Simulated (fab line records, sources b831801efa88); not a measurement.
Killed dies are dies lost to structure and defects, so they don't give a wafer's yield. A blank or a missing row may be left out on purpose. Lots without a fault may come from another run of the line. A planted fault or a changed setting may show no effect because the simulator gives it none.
A struck lot beside a sound one | flow sfq_line | 18 steps out of a route of 325
Sound: wafers L207.2, L207.3, L207.6. Struck: wafer L204.3. (L204.1 of the same lot was not struck and is left out.) The cause comes at the end.
At each step with rows: each side's tool, then ch and its chambers, then its first start. Under that, the readings that differ: sound wafers | struck wafers | difference of the means | sigmas: that difference in standard deviations of wafers without a fault.
alike: readings whose means differ by less than 2 such deviations, and words and numbers that are the same on both sides. not compared: withheld readings, readings that some wafer has no value for, bounds like >300 that may hide the same value, and numbers for which the record gives no deviation and whose values overlap.
The two part at a step that has a row with sigmas, a row that says differs or no value, or rows on one side only. Numbers that don't overlap but have no deviation are shown without sigmas and don't part them. A reading that every wafer of one side lacks parts them only if that side has two wafers or more.

first, 5 steps without rows for these wafers: SFQ_TRILAYER_I7_VIA_LITHO_COAT_187 (resist thk 650 nm); SFQ_TRILAYER_I7_VIA_LITHO_SOFTBAKE_191; SFQ_TRILAYER_I7_VIA_LITHO_EXPOSE_188 (exposes mask I7, target cd 1000 nm); SFQ_TRILAYER_I7_VIA_LITHO_PEB_190 (peb time 60 s); SFQ_TRILAYER_I7_VIA_LITHO_DEVELOP_189 (time 60 s).
SFQ_I7_OVL_MEAS_947:
  sound on overlay-01, day 73 08:15; struck on overlay-01, day 72 21:26
  reading     | sound    | struck | difference | sigmas
  I7_OVL (nm) | -7 -6 -7 | 4      | +11        | +2
SFQ_TRILAYER_I7_VIA_BARC_OPEN_VIA_ETCH_260: etches BARC in O2, target depth 125 nm, time 41.7 s.
  sound on rie_diel-02 ch 0,2,3, day 73 08:17; struck on rie_diel-04 ch 0, day 72 21:29
  reading               | sound             | struck | difference | sigmas
  oes_product_au (a.u.) | 0.687 0.693 0.687 | 0.677  | -0.012     | -3
  alike: drypump_motor_current_A
  not compared: rf_hours_counter_h
SFQ_TRILAYER_I7_VIA_ETCH_VIA_ETCH_190: etches SiO2 in CHF3, stops on Nb, target depth 260 nm.
  sound on rie_diel-02 ch 0,2,3, day 73 08:19; struck on rie_diel-04 ch 0, day 72 21:31
  alike: drypump_motor_current_A, oes_product_au
SFQ_TRILAYER_I7_VIA_STRIP_STRIP_191: strips in O2.
  sound on rie_metal-04 ch 0,1, day 73 08:26; struck on rie_metal-04 ch 0, day 72 21:38
  alike: drypump_motor_current_A, oes_product_au
  not compared: rf_hours_counter_h
then, 3 steps without rows for these wafers: SFQ_TRILAYER_I7_VIA_STRIP_SOLV_CLEAN_192 (cleans in NMP, time 600 s); SFQ_TRILAYER_M8_LITHO_LOR_COAT_197; SFQ_TRILAYER_M8_LITHO_LOR_BAKE_198.
SFQ_TRILAYER_M8_LITHO_COAT_193: resist thk 600 nm.
  sound on litho_track-04 ch 0, day 73 10:00; struck on litho_track-02 ch 0, day 72 23:00
  reading                                             | sound             | struck | difference | sigmas
  dispense_pressure_kPa (kPa)                         | 44 44 44          | 56     | +12        | +2
  model.KrF_of_TRILAYER_M8_LITHO_COAT_193.thk_nm (nm) | 599.2 599.8 599.2 | 635.4  | +36.0      |
then, 3 steps without rows for these wafers: SFQ_TRILAYER_M8_LITHO_SOFTBAKE_199; SFQ_TRILAYER_M8_LITHO_EXPOSE_194 (exposes mask M8, target cd 2000 nm); SFQ_TRILAYER_M8_LITHO_PEB_196 (peb time 60 s).
SFQ_TRILAYER_M8_LITHO_DEVELOP_195: img clear 15 s, time 55 s.
  sound on litho_track-03 ch 0, day 73 18:14; struck on litho_track-04 ch 0, day 73 03:23
  reading                                             | sound           | struck | difference | sigmas
  model.KrF_of_TRILAYER_M8_LITHO_COAT_193.thk_nm (nm) | 574.9 575.5 575 | 611.1  | +36.0      |
SFQ_M8_OVL_MEAS_948:
  sound on overlay-01, day 73 18:22; struck on overlay-02, day 73 03:32
  reading     | sound     | struck | difference | sigmas
  M8_OVL (nm) | -9 -12 -8 | 2      | +12        | +2

WHERE THEY PART
First at SFQ_I7_OVL_MEAS_947; last, within this record, at SFQ_M8_OVL_MEAS_948.

WHY: what the simulator had put in
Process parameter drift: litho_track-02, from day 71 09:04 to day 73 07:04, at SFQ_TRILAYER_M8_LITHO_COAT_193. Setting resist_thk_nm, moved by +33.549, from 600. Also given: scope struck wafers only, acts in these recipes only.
